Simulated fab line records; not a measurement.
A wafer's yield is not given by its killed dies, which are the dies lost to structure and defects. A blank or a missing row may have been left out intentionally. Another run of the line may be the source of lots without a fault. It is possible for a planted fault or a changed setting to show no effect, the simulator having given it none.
A struck lot beside a sound one | flow sky130 | 15 steps out of a route of 708
Sound: these wafers, L139.1, L139.5, L139.6. Wafers struck: L148.1, L148.5, L148.6. Last of all comes the cause.
Per side, at each step with rows, come the tool, then ch with its chambers, and then its first start. Under that, the readings that differ: sound wafers | struck wafers | difference of the means | sigmas: that difference in standard deviations of wafers without a fault.
alike: words and numbers the same on both sides, and readings whose means are apart by under 2 such deviations; not compared: readings that were withheld, readings missing a value for some wafer, numbers with overlapping values and no deviation given by the record, and bounds like >300 which may hide the same value.
The two part at a step that has a row with sigmas, a row that says differs or no value, or rows on one side only. When numbers do not overlap yet have no deviation, they are printed without sigmas and do not part them. A reading missing from all wafers of one side parts the sides only when that side holds two or more wafers.

first, 7 steps without rows for these wafers: SKY_METAL4_HMDS_06 (prime time 60 s); SKY_METAL4_COAT_07 (resist thk 60 nm); SKY_METAL4_COAT_08 (resist thk 1140 nm); SKY_METAL4_SOFTBAKE_09 (time 90 s); SKY_METAL4_EXPOSE_10 (exposes mask MM4, target cd 300 nm); SKY_METAL4_PEB_11; SKY_METAL4_DEVELOP_12 (develop time 60 s).
SKY_METAL4_CD_MEAS_13 targets a cd of 300 nm.
  sound on cd-sem-01, day 42 16:52; struck on cd-sem-02, day 45 09:22
  alike: cd-nm
SKY_METAL4_OVL_MEAS_14:
  sound on overlay-01, day 42 16:59; struck on overlay-01, day 45 09:29
  alike: METAL4_OVL
SKY_METAL4_DESCUM_15: chemistry O2, time 8 s.
  sound on rie-metal-01 ch 0,1, day 42 17:01; struck on rie-metal-01 ch 0,1, day 45 09:32
  alike: drypump-motor-current-A, oes-product-au
  not compared: rf-hours-counter-h
SKY_METAL4_ETCH_16: etches BARC in N2/H2, stops on SiO2, time 88.2 s, target depth 60 nm.
  sound on rie-metal-01 ch 0,1, day 42 17:03; struck on rie-metal-01 ch 0,1, day 45 09:34
  alike: drypump-motor-current-A, oes-product-au, throttle-valve-pct
  not compared: rf-hours-counter-h
SKY_METAL4_ETCH_17: etches SiO2 in C4F8/O2/Ar, stops on TiN, time 3.9 s, target depth 15 nm.
  sound on rie-diel-01 ch 0,1,3, day 42 17:09; struck on rie-diel-02 ch 0,3, day 45 09:40
  alike: oes-product-au
  not compared: rf-hours-counter-h
SKY_METAL4_METAL_ETCH_18: etches the open film in Cl2/BCl3, stops on SiO2, target depth 845 nm, time 183.1 s.
  sound on rie-metal-02 ch 1, day 42 17:10; struck on rie-metal-02 ch 0,1, day 45 09:41
  reading                                       | sound             | struck            | difference | sigmas
  oes-product-au (a.u.)                         | 0.853 0.871 0.856 | 0.813 0.807 0.817 | -0.048     | -7
  model.KrF-thick_of_METAL4_COAT_08.thk-nm (nm) | 532 526 529.2     | 693 691.9 687.7   | +162       |
  model.etch.depth-nm (nm)                      | 848.7 868.7 848.3 | 765.3 767.1 773.8 | -86.5      |
  model.METAL4.feature-depth-nm (nm)            | 848.7 868.7 848.3 | 765.3 767.1 773.8 | -86.5      |
  alike: drypump-motor-current-A, throttle-valve-pct
  not compared: rf-hours-counter-h
SKY_METAL4_STRIP_19: strips in O2/N2.
  sound on plasma-asher-04 ch 0,1, day 42 17:31; struck on plasma-asher-02 ch 0,1, day 45 09:52
  reading                      | sound             | struck            | difference | sigmas
  oes-product-au (a.u.)        | 0.494 0.500 0.496 | 0.563 0.557 0.572 | +0.067     | +11
  strip-time-to-endpoint-s (s) | 6.59 6.54 6.57    | 8.16 8.16 8.11    | +1.58      | +17
  alike: drypump-motor-current-A
  not compared: rf-hours-counter-h
then, 1 step without rows for these wafers: SKY_METAL4_STRIP_20 (strips in post etch residue remover, time 1200 s).

WHERE THEY PART
Earliest at SKY_METAL4_METAL_ETCH_18; latest, in this record, at SKY_METAL4_STRIP_19.

WHY: whatever the simulator had introduced
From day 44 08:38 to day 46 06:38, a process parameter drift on rie-metal-02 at SKY_METAL4_METAL_ETCH_18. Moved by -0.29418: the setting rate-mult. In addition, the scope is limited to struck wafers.
